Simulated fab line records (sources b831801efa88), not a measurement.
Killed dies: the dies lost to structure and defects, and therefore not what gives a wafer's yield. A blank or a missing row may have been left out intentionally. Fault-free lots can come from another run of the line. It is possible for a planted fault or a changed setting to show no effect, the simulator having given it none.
Split-lot experiment | flow sfq-line | route with 325 steps; 5 lots, 23 wafers read

== ABOUT THE SPLIT ==
At SFQ_TRILAYER_I1_VIA_LITHO_COAT_049 (resist thk 650 nm), the setting resist-thk-nm was moved away from the recipe's 650 nm on 10 of the 23 wafers read, by -5.2% to +4.5%. All remaining wafers had this setting at the recipe value.

== FROM SPLIT TO READING: 1 step shown by the file between the two ==
- SFQ_TRILAYER_I1_VIA_BARC_OPEN_VIA_ETCH_071: etches BARC in O2, target depth 125 nm, time 41.7 s (also split here: time-s)

== THE READING ==
KrF_of_TRILAYER_I1_VIA_LITHO_COAT_049.thk-nm (the simulator's own value, which no gauge read), in nm, at SFQ_TRILAYER_I1_VIA_ETCH_VIA_ETCH_052 (etches SiO2 in CHF3, stops on Nb, target depth 260 nm). There is no usual value for it anywhere in the file. Across the 13 wafers here that went through the recipe, the average is 527.7 nm and the standard deviation 3.4 nm.

wafer  | tool, chamber at the split | resist-thk-nm as run, nm | against the recipe | KrF_of_TRILAYER_I1_VIA_LITHO_COAT_049.thk-nm, nm | against lot-mates on the recipe
L076.1 | litho-track-02, 0          | 650                      | recipe             | 529.3                                            | -
L076.2 | litho-track-02, 0          | 679.1                    | +4.5%              | 559.3                                            | +31.2
L076.3 | litho-track-02, 0          | 679.1                    | +4.5%              | 557.5                                            | +29.4
L076.4 | litho-track-02, 0          | 650                      | recipe             | 526.9                                            | -
L076.6 | litho-track-02, 0          | 679.1                    | +4.5%              | 558.6                                            | +30.5
L078.1 | litho-track-02, 0          | 650                      | recipe             | 528.9                                            | -
L078.4 | litho-track-02, 0          | 650                      | recipe             | 528.9                                            | -
L078.2 | litho-track-02, 0          | 619.8                    | -4.6%              | 503.2                                            | -27.1
L078.5 | litho-track-02, 0          | 650                      | recipe             | 533.2                                            | -
L078.6 | litho-track-02, 0          | 619.8                    | -4.6%              | 498.2                                            | -32.1
L079.2 | litho-track-03, 0          | 650                      | recipe             | 525.8                                            | -
L079.3 | litho-track-03, 0          | 650                      | recipe             | 525                                              | -
L079.5 | litho-track-03, 0          | 650                      | recipe             | 525.4                                            | -
L080.1 | litho-track-03, 0          | 650                      | recipe             | 534.2                                            | -
L080.3 | litho-track-03, 0          | 625.4                    | -3.8%              | 508.1                                            | -21.2
L080.4 | litho-track-03, 0          | 625.4                    | -3.8%              | 502.8                                            | -26.5
L080.5 | litho-track-03, 0          | 650                      | recipe             | 527.2                                            | -
L080.6 | litho-track-03, 0          | 650                      | recipe             | 526.4                                            | -
L081.1 | litho-track-03, 0          | 616.1                    | -5.2%              | 492.6                                            | -31.7
L081.2 | litho-track-03, 0          | 616.1                    | -5.2%              | 479                                              | -45.3
L081.4 | litho-track-03, 0          | 650                      | recipe             | 528                                              | -
L081.5 | litho-track-03, 0          | 616.1                    | -5.2%              | 493                                              | -31.3
L081.6 | litho-track-03, 0          | 650                      | recipe             | 520.6                                            | -

THE FIT
A straight line over all 23 wafers: KrF_of_TRILAYER_I1_VIA_LITHO_COAT_049.thk-nm changes by +6.81 nm for each +1% of resist-thk-nm; r = +0.98; the points scatter about the line by 4.5 nm.
The same after taking each lot's own level away (the mean of its wafers on the recipe; 23 wafers): +6.7 nm for each +1%; r = +0.99; scatter 3.4 nm.
The reading moves by 35 nm for the largest change in resist-thk-nm, on that fit.
From 524.30 to 530.33 nm: that is the span of the lots' own levels, equal to 1.8 times the standard deviation above.
The two slopes are in agreement: the lot-to-lot level therefore moves the slope only a little.
Check: -35.3 nm against its lot-mates is what the line predicts for one of the wafers moved furthest among these (-5.2%) when that wafer is left out of the fit. Against them it came out at -31.7 nm.

== ADDITIONAL SPLITS CARRIED BY THESE WAFERS ==
Before the reading, these wafers also passed through other splits. Each is held against what the fit with the lots' levels taken away leaves over:
other split on the same wafers                    | wafers away from the commonest value | r with KrF_of_TRILAYER_I1_VIA_LITHO_COAT_049.thk-nm (lot level and that fit taken away)
SFQ_TRILAYER_I1_DEP_PECVD_045 time-s              | 10                                   | -0.26
SFQ_TRILAYER_I1_VIA_BARC_OPEN_VIA_ETCH_071 time-s | 10                                   | -0.71

== THE WHOLE CHAIN: every reading that the file lists as answering this split, in the file's order ==
step                                  | what it does                                          | reading                                                                                       | change (the file's fit)              | r (the file's)
SFQ_TRILAYER_I1_VIA_LITHO_COAT_049    | resist thk 650 nm                                     | KrF_of_TRILAYER_I1_VIA_LITHO_COAT_049.thk-nm (the simulator's own value, which no gauge read) | +6.5 nm for each +1% of the setting  | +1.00
SFQ_TRILAYER_I1_VIA_ETCH_VIA_ETCH_052 | etches SiO2 in CHF3, stops on Nb, target depth 260 nm | KrF_of_TRILAYER_I1_VIA_LITHO_COAT_049.thk-nm (the simulator's own value, which no gauge read) | +6.64 nm for each +1% of the setting | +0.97

== THE FILE'S OWN FIT ==
KrF_of_TRILAYER_I1_VIA_LITHO_COAT_049.thk-nm changes by +6.64 nm for each +1% of resist-thk-nm, r = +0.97.
